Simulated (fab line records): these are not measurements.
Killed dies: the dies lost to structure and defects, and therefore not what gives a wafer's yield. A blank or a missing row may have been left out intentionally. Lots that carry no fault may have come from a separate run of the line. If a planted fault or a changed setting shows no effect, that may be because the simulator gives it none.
Code-filled problem report in 8D (eight disciplines) form :: flow gf180mcu :: the parts of the form that need people (team, actions taken, sign-off) are left out

## 1. WHAT IS WRONG
At GF_V2_CMP_26, overpolish run s averages 16.819 s over 9 wafers from 3 lots, while fault-free wafers read 15.001 s, standard deviation 0.0093. That is +99 or more standard deviations from the usual mean.
The step: polishes, stops on SiO2, t overpolish 15 s, target thk 0 nm.
The first sign was on wafer L538.3 at day 25 00:37, on cmp-01. The record has a number at this step for 36 wafers belonging to 12 lots. The rule behind "out" and "out of limits": a value lying over 4 standard deviations away from the usual mean. The rest of the wafers with a number are treated as sound.

## 2. WHAT THIS IS AND IS NOT
question: which readings at this step
is: overpolish run s
is not: motor current A, time to endpoint s

question: which lots
is: L538, L539, L540
is not: L527, L528, L531, L533, L534, L536, L548, L549, L550

question: which wafers of those lots
is: all that have a number
is not: -

question: read on which tools
is: cmp-01
is not: cmp-02

question: when
is: from day 25 00:37
is not: up to then (18 sound wafers); but 9 sound wafers of L548, L549, L550 came after

## 3. WHAT RULES OUT EACH SUSPECT
Counting: a tool at any process step up to the reading remains a suspect when it ran all the lots that are out and ran no sound lot after the first of those.
- cmp-01 at GF_V2_CMP_26 (polishes, stops on SiO2, t overpolish 15 s, target thk 0 nm): kept. All lots that are out passed through it, beginning with L538 at day 25 00:37, and no sound lot followed; its final sound lot before that point was L536 at day 24 15:32. Out on those wafers are its own readings of overpolish run s.
Remaining after the count: cmp-01 at GF_V2_CMP_26.

## 4. THE CAUSE (what the simulator had put in)
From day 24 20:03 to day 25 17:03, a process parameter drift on cmp-01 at GF_V2_CMP_26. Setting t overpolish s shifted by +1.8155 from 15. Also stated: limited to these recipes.
After counting, this tool was the only one left.

## 5. THE EFFECT CHAIN, in route order
One row per reading whose mean, taken over the struck wafers that have a number, lies over 3 standard deviations from the usual. Scope: only readings with a usual standard deviation given in the record; hours: median across lots of the time from each lot's start at the first step in this table that gives one to its start at this step; sigmas: change in usual standard deviations.
hours: 0
step: GF_V2_CMP_26
reading: overpolish run s
usual: 15.001 s
on struck wafers: 16.819
change: +1.818
sigmas: +99 or more
The process steps in it:
- GF_V2_CMP_26: polishes, stops on SiO2, t overpolish 15 s, target thk 0 nm.
Later measuring or inspecting steps at which every struck wafer that the step has a row for has a number for every such reading, and none has moved that far: GF_M3_RS_MEAS_05.

## 6. WHAT WOULD HAVE CAUGHT IT SOONER
In this record the first reading out of limits was taken at day 25 00:37, 5 hours after the fault began at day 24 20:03.
